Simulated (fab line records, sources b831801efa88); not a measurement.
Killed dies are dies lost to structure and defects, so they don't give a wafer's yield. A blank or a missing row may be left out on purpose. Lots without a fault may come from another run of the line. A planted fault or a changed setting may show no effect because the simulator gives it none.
Which tool did it? | flow gf180mcu | 13 lots, 39 wafers sampled, at 5 steps of a route of 602

WHAT THE GAUGES READ, wafer by wafer
GF_VT_IMPLANT_TW_MEAS_43.
lot  | measured     | on            | VT_IMPLANT_4_TW
L282 | day 7 10:35  | film_metro-04 | 694 694 697
L283 | day 7 16:53  | film_metro-03 | 685 689 685
L286 | day 8 20:45  | film_metro-01 | 674 672 674
L287 | day 9 01:05  | film_metro-04 | 703 707 701
L288 | day 9 07:27  | film_metro-04 | 700 705 705
L291 | day 10 02:29 | film_metro-03 | 689 688 687
L292 | day 10 06:23 | film_metro-04 | 701 698 698
L293 | day 10 16:38 | film_metro-04 | 870 865 864 875 870 868
L296 | day 11 09:35 | film_metro-04 | 700 700 699
L302 | day 13 07:53 | film_metro-01 | 841 839 844 841 844 843
L303 | day 13 11:11 | film_metro-04 | 696 695 698
L304 | day 13 16:20 | film_metro-01 | 674 671 671
L305 | day 13 23:29 | film_metro-01 | 671 677 678

GF_VT_IMPLANT_RS_MEAS_48: measures by four-point-probe.
lot  | measured     | on            | LVPWELL_RS (ohm/sq)
L282 | day 7 11:03  | film_metro-02 | 1197 1188 1194
L283 | day 7 17:20  | film_metro-02 | 1202 1197 1196
L286 | day 8 21:13  | film_metro-02 | 1192 1198 1195
L287 | day 9 01:34  | film_metro-02 | 1198 1201 1202
L288 | day 9 07:58  | film_metro-01 | 1198 1194 1200
L291 | day 10 02:56 | film_metro-03 | 1196 1193 1196
L292 | day 10 06:50 | film_metro-03 | 1195 1195 1193
L293 | day 10 22:29 | film_metro-02 | 1199 1199 1199
L296 | day 11 10:02 | film_metro-01 | 1200 1202 1204
L302 | day 13 15:32 | film_metro-01 | 1201 1199 1198
L303 | day 13 11:38 | film_metro-03 | 1193 1196 1198
L304 | day 13 16:47 | film_metro-02 | 1197 1196 1194
L305 | day 13 23:56 | film_metro-02 | 1194 1191 1197

WHICH TOOL RAN EACH LOT (tool, then ch and the chambers of the sampled wafers, then the start)
lot  | GF_MVPSD_STRIP_10                    | GF_VT_IMPLANT_STRIP_20               | GF_VT_IMPLANT_IMPLANT_41
L282 | plasma_asher-01 ch 0,1, day 4 23:13  | plasma_asher-01 ch 0,1, day 6 03:55  | implanter-03 ch 0, day 7 10:21
L283 | plasma_asher-03 ch 0,1, day 5 05:26  | plasma_asher-01 ch 0, day 6 10:07    | implanter-03 ch 0, day 7 16:38
L286 | plasma_asher-01 ch 0,1, day 6 04:34  | plasma_asher-02 ch 0,1, day 7 12:15  | implanter-04 ch 0, day 8 20:31
L287 | plasma_asher-01 ch 0,1, day 6 09:08  | plasma_asher-04 ch 0,1, day 7 15:55  | implanter-03 ch 0, day 9 00:52
L288 | plasma_asher-04 ch 1, day 6 13:52    | plasma_asher-04 ch 0,1, day 7 21:37  | implanter-03 ch 0, day 9 07:13
L291 | plasma_asher-04 ch 0,1, day 7 07:20  | plasma_asher-02 ch 0,1, day 8 16:07  | implanter-02 ch 0, day 10 02:14
L292 | plasma_asher-03 ch 0,1, day 7 10:59  | plasma_asher-01 ch 1, day 8 19:38    | implanter-02 ch 0, day 10 06:08
L293 | plasma_asher-03 ch 0,1, day 7 20:20  | plasma_asher-01 ch 0,1, day 9 05:52  | implanter-04 ch 0, day 10 16:01
L296 | plasma_asher-04 ch 0,1, day 8 10:09  | plasma_asher-01 ch 0,1, day 9 21:10  | implanter-03 ch 0, day 11 09:20
L302 | plasma_asher-04 ch 0,1, day 10 02:24 | plasma_asher-02 ch 0,1, day 11 15:53 | implanter-03 ch 0, day 13 07:19
L303 | plasma_asher-04 ch 0,1, day 10 07:05 | plasma_asher-02 ch 0,1, day 11 19:28 | implanter-03 ch 0, day 13 10:56
L304 | plasma_asher-04 ch 0,1, day 10 11:15 | plasma_asher-04 ch 0,1, day 12 00:35 | implanter-03 ch 0, day 13 16:05
L305 | plasma_asher-01 ch 0,1, day 10 17:35 | plasma_asher-01 ch 0,1, day 12 07:31 | implanter-03 ch 0, day 13 23:14
- GF_MVPSD_STRIP_10: strips in O2/N2.
- GF_VT_IMPLANT_STRIP_20: strips in O2/N2.
- GF_VT_IMPLANT_IMPLANT_41

WHAT THE TOOLS THEMSELVES READ (means of the sampled wafers that have a number; where no wafer has one, the mark that the record gives instead)
GF_MVPSD_STRIP_10.
lot  | tool            | drypump_motor_current_A (A) | heater_power_w (W) | oes_product_au (a.u.) | strip_time_to_endpoint_s (s)
L282 | plasma_asher-01 | 5.9                         | 328                | 0.726                 | 36.92
L283 | plasma_asher-03 | 5.7                         | 351                | 0.723                 | 37.07
L286 | plasma_asher-01 | 5.8                         | 345                | 0.722                 | 37.02
L287 | plasma_asher-01 | 5.7                         | 334                | 0.721                 | 36.90
L288 | plasma_asher-04 | 5.2                         | 305                | 0.726                 | 37.04
L291 | plasma_asher-04 | 5.2                         | 312                | 0.721                 | 36.89
L292 | plasma_asher-03 | 5.7                         | 348                | 0.725                 | 37.03
L293 | plasma_asher-03 | 5.9                         | 339                | 0.721                 | 36.97
L296 | plasma_asher-04 | 5.2                         | 310                | 0.724                 | 37.08
L302 | plasma_asher-04 | 5.2                         | 311                | 0.725                 | 37.08
L303 | plasma_asher-04 | 5.2                         | 302                | 0.721                 | 37.09
L304 | plasma_asher-04 | 5.2                         | 306                | 0.721                 | 37.17
L305 | plasma_asher-01 | 5.9                         | 322                | 0.720                 | 37.05

GF_VT_IMPLANT_STRIP_20.
lot  | tool            | drypump_motor_current_A (A) | heater_power_w (W) | oes_product_au (a.u.) | strip_time_to_endpoint_s (s)
L282 | plasma_asher-01 | 5.9                         | 323                | 0.710                 | 12.69
L283 | plasma_asher-01 | 5.6                         | 351                | 0.718                 | 12.62
L286 | plasma_asher-02 | 6.0                         | 317                | 0.716                 | 12.64
L287 | plasma_asher-04 | 5.2                         | 306                | 0.717                 | 12.62
L288 | plasma_asher-04 | 5.2                         | 306                | 0.711                 | 12.68
L291 | plasma_asher-02 | 6.0                         | 323                | 0.718                 | 12.67
L292 | plasma_asher-01 | 6.1                         | 312                | 0.718                 | 12.70
L293 | plasma_asher-01 | 5.9                         | 323                | 0.713                 | 12.66
L296 | plasma_asher-01 | 5.8                         | 334                | 0.722                 | 12.62
L302 | plasma_asher-02 | 6.0                         | 322                | 0.714                 | 12.73
L303 | plasma_asher-02 | 6.2                         | 339                | 0.721                 | 12.63
L304 | plasma_asher-04 | 5.2                         | 307                | 0.719                 | 12.66
L305 | plasma_asher-01 | 5.7                         | 332                | 0.716                 | 12.69

THE ANSWER, worked out from the rows above alone
Rule: what is usual is taken from the lots themselves. Put in order of their means at a reading, lots are off if they are a third of the lots or fewer, leave a main group of 4 or more, and stand apart from it by a gap of 3 or more times the standard deviation of the main group's means; of several such gaps the widest counts. A main group whose means are all the same, to the digits that the tables above print for the reading, isn't used. A lot without any number at a reading at which 4 lots or more have one is off too. The other lots that the step has rows for count as sound. The gauges are gone through in route order, then the tools' own readings, and for those a lot's mean is taken as printed above. The first step at which some lot is off is used, and at that step the reading that is off furthest; a lot without a number counts as furthest.
Off: L293, L302, at GF_VT_IMPLANT_TW_MEAS_43 (VT_IMPLANT_4_TW). The main group: mean 690, standard deviation 11.
A tool fits if, at a process step before that reading, it ran every lot that is off, and no sound lot after the first of them. The gauges at GF_VT_IMPLANT_TW_MEAS_43 are tried like those tools. None of those tried fits.

WHAT THE SIMULATOR HAD PUT IN
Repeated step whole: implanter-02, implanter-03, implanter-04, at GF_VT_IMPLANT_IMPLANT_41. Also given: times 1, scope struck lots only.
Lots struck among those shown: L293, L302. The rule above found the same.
